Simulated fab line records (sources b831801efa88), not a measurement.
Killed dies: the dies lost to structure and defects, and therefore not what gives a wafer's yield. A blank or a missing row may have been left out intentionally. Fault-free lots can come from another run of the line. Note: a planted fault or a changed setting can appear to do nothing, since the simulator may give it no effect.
Which tool is to blame? | flow gf180mcu | 14 lots, 42 wafers sampled, at 2 steps of a route of 602

== WHAT EACH GAUGE READ, for each wafer ==
GF_NSD_OVL_MEAS_08. Usual: NSD_OVL gives 0.0 nm (standard deviation 1.4).
lot  | measured     | on         | NSD_OVL (nm)   | flag
L431 | day 13 08:16 | overlay-01 | 0.5 -0.4 1.5   | 
L433 | day 13 21:12 | overlay-02 | 0.4 0.6 0.6    | 
L434 | day 14 10:04 | overlay-01 | -1.4 -1.2 -1.0 | 
L435 | day 14 12:39 | overlay-02 | -1.6 1.3 0.6   | 
L436 | day 15 01:40 | overlay-02 | -2.7 -3.2 -1.7 | 
L437 | day 15 10:25 | overlay-01 | -0.3 -2.0 -1.8 | 
L440 | day 16 08:43 | overlay-02 | -0.2 0.0 -0.8  | 
L442 | day 17 04:49 | overlay-02 | -1.3 0.3 -0.7  | 
L443 | day 17 13:55 | overlay-02 | 0.5 1.5 1.5    | 
L445 | day 18 03:34 | overlay-01 | 1.1 1.7 -0.1   | 
L446 | day 18 08:08 | overlay-02 | 1.0 0.7 0.4    | 
L447 | day 18 23:16 | overlay-01 | 0.4 -1.2 -1.4  | 
L450 | day 19 21:49 | overlay-02 | -0.2 -0.5 -0.4 | 
L451 | day 20 02:46 | overlay-02 | 1.4 0.8 -0.6   | 

== TOOL THAT RAN EACH LOT (tool first, then ch and the chambers of the sampled wafers, then the start) ==
lot  | GF_HV_LDD_RTA_52
L431 | rtpAnneal-02 ch 0, day 12 09:25
L433 | rtpAnneal-02 ch 0, day 12 22:25
L434 | rtpAnneal-02 ch 0, day 13 08:10
L435 | rtpAnneal-02 ch 0, day 13 13:36
L436 | rtpAnneal-02 ch 0, day 14 02:10
L437 | rtpAnneal-02 ch 0, day 14 09:40
L440 | rtpAnneal-02 ch 0, day 15 08:28
L442 | rtpAnneal-02 ch 0, day 16 04:07
L443 | rtpAnneal-01 ch 0, day 16 11:06
L445 | rtpAnneal-02 ch 0, day 16 23:55
L446 | rtpAnneal-01 ch 0, day 17 06:07
L447 | rtpAnneal-02 ch 0, day 17 19:51
L450 | rtpAnneal-01 ch 0, day 18 19:00
L451 | rtpAnneal-01 ch 0, day 18 23:33
- GF_HV_LDD_RTA_52: time 10 s.

== AS READ BY THE TOOLS THEMSELVES (means over the sampled wafers that have a number; for cases with no such wafer, the mark the record gives instead) ==
GF_HV_LDD_RTA_52. Usual: lampPowerPct 35.3 %, standard deviation 1; wafer_temp_C_max 1003.7, standard deviation 0.82.
lot  | tool         | lampPowerPct (%) | wafer_temp_C_max | flag
L431 | rtpAnneal-02 | 34.4             | 1003.3           | 
L433 | rtpAnneal-02 | 34.4             | 1003.2           | 
L434 | rtpAnneal-02 | 34.4             | 1003.3           | 
L435 | rtpAnneal-02 | 34.4             | 1003.2           | 
L436 | rtpAnneal-02 | 34.4             | 1003.1           | 
L437 | rtpAnneal-02 | 34.4             | 1002.9           | 
L440 | rtpAnneal-02 | 34.4             | 1004.1           | 
L442 | rtpAnneal-02 | 34.4             | 1003.6           | 
L443 | rtpAnneal-01 | 36.5             | 1003.9           | 
L445 | rtpAnneal-02 | 34.4             | 1003.6           | 
L446 | rtpAnneal-01 | 36.5             | 1004.2           | 
L447 | rtpAnneal-02 | 34.4             | 1003.4           | 
L450 | rtpAnneal-01 | 36.5             | 1004.0           | 
L451 | rtpAnneal-01 | 36.5             | 1003.9           | 

== THE ANSWER, worked out from the rows above alone ==
Rule: a lot counts as off when the mean over its wafers that have a number is more than 3 standard deviations away from the usual mean. Also off: a lot with no number at a reading for which 4 or more lots have one. Where the step has rows for the other lots, those lots are counted as sound. Order of review: gauges by route order, followed by the tools' own readings, for which a lot's mean as printed above is used. The first step at which some lot is off is used, and at that step the reading that is off furthest; a lot without a number counts as furthest.
Nothing can be told from this: no lot is off at any reading shown.

== WHAT WAS PUT IN BY THE SIMULATOR ==
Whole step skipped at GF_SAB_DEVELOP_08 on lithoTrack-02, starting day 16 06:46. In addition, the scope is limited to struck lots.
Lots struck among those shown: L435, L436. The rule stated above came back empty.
